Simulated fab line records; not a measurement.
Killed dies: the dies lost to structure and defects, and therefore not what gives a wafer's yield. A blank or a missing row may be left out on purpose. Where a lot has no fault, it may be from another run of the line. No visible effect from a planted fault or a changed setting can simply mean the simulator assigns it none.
Which tool did it? | flow gf180mcu | 7 lots with 21 wafers sampled at 2 steps, on a route of 602 steps

WHAT THE GAUGES READ, wafer by wafer
GF_M4_THK_MEAS_06: measures by xrf.
lot  | measured     | on            | M4_ALCU_THK (nm)
L191 | day 23 02:22 | film metro-02 | 456 463 457
L193 | day 24 00:55 | film metro-02 | 456 460 451
L197 | day 25 07:11 | film metro-04 | 454 459 457
L203 | day 27 02:38 | film metro-04 | 453 456 448
L207 | day 28 03:39 | film metro-04 | 450 449 455
L211 | day 29 04:29 | film metro-04 | 450 452 446
L213 | day 29 18:02 | film metro-04 | 464 456 456

TOOL THAT RAN EACH LOT (tool first, then ch and the chambers of the sampled wafers, then the start)
lot  | GF_M4_SPUTTER_04
L191 | pvd sputter-04, day 23 02:12
L193 | pvd sputter-04, day 24 00:45
L197 | pvd sputter-03, day 25 07:02
L203 | pvd sputter-04, day 27 02:28
L207 | pvd sputter-04, day 28 03:28
L211 | pvd sputter-04, day 29 04:20
L213 | pvd sputter-01, day 29 17:52
- GF_M4_SPUTTER_04: material TiN, target thk 50 nm, time 39.7 s.

THE ANSWER, worked out from the rows above alone
Rule: usual is defined by the lots themselves. Put in order of their means at a reading, lots are off if they are a third of the lots or fewer, leave a main group of 4 or more, and stand apart from it by a gap of 3 or more times the standard deviation of the main group's means; of several such gaps the widest counts. A main group is skipped when, at the precision printed for the reading in the tables above, its means are all equal. Also off: a lot with no number at a reading for which 4 or more lots have one. Any other lot the step has rows for is counted as sound.
Nothing can be told from this: no lot is off at any reading shown.

WHAT THE SIMULATOR HAD INSERTED
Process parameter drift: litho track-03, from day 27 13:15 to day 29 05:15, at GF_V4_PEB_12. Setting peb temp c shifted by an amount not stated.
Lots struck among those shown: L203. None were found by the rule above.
